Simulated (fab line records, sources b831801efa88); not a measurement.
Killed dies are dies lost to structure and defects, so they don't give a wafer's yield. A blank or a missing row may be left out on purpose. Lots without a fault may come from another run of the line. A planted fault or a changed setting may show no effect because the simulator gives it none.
One fault seen from 2 desks | flow gf180mcu | each desk has only its own numbers; what lay behind them comes last

THE TOOL OWNER'S DESK: rie_diel-03
The tool's own readings at GF_PASSIVATION_ETCH_11 (etches the open film in CF4/O2, stops on TiN, target depth 1800 nm, time 400 s): means of the sampled wafers that have a number, for each lot that ran on this tool. A lot is out of limits, marked OUT, if its mean lies more than 4 standard deviations from the usual mean; the brackets give that distance.
Columns: A = O2_flow_sccm at GF_PASSIVATION_ETCH_11, usual 10.00 sccm; B = bias_w at GF_PASSIVATION_ETCH_11, usual 150.0 W; C = drypump_motor_current_A at GF_PASSIVATION_ETCH_11, usual 5.7 A; D = oes_product_au at GF_PASSIVATION_ETCH_11, usual 0.964 a.u.; E = throttle_valve_pct at GF_PASSIVATION_ETCH_11, usual 5.961 %
lot  | first seen here | A     | B     | C   | D     | E
L979 | day 32 22:23    | 10.02 | 150.3 | 5.4 | 0.967 | 5.960
L980 | day 33 02:38    | 10.04 | 150.1 | 5.7 | 0.972 | 5.972
L981 | day 33 13:07    | 9.99  | 149.8 | 5.2 | 0.971 | 5.966
L982 | day 33 17:55    | 9.96  | 149.7 | 5.0 | 0.963 | 5.962
L988 | day 34 22:53    | 10.01 | 150.0 | 5.7 | 0.962 | 5.950
This desk's finding: nothing out of limits on any of the 5 lots.

THE METROLOGY DESK
What the gauges read, lot by lot, whatever tool the lot ran on: means of the sampled wafers that have a number. A lot is out of limits, marked OUT, if its mean lies more than 4 standard deviations from the usual mean; the brackets give that distance.
Columns: A = V5_W_RS at GF_V5_RS_MEAS_24, usual 0.3311 ohm/sq
lot  | first seen here | A
L969 | day 28 09:27    | 0.3269
L970 | day 28 18:42    | 0.3307
L971 | day 29 02:09    | 0.3276
L977 | day 31 00:25    | 0.3312
L978 | day 31 02:23    | 0.3320
L979 | day 31 10:49    | 0.3300
L980 | day 31 14:45    | 0.3311
L981 | day 32 03:46    | 0.3320
L982 | day 32 07:38    | 0.3311
L983 | day 32 11:34    | 0.3309
L984 | day 32 15:06    | 0.3308
L985 | day 32 23:56    | 0.3349
L987 | day 33 10:07    | 0.3339
L988 | day 33 15:37    | 0.3299
L989 | day 33 21:26    | 0.3312
This desk's finding: nothing out of limits on any of the 15 lots.

PUT TOGETHER
The tool owner's desk saw nothing out of limits.
The metrology desk saw nothing out of limits.

WHAT THE SIMULATOR HAD PUT IN
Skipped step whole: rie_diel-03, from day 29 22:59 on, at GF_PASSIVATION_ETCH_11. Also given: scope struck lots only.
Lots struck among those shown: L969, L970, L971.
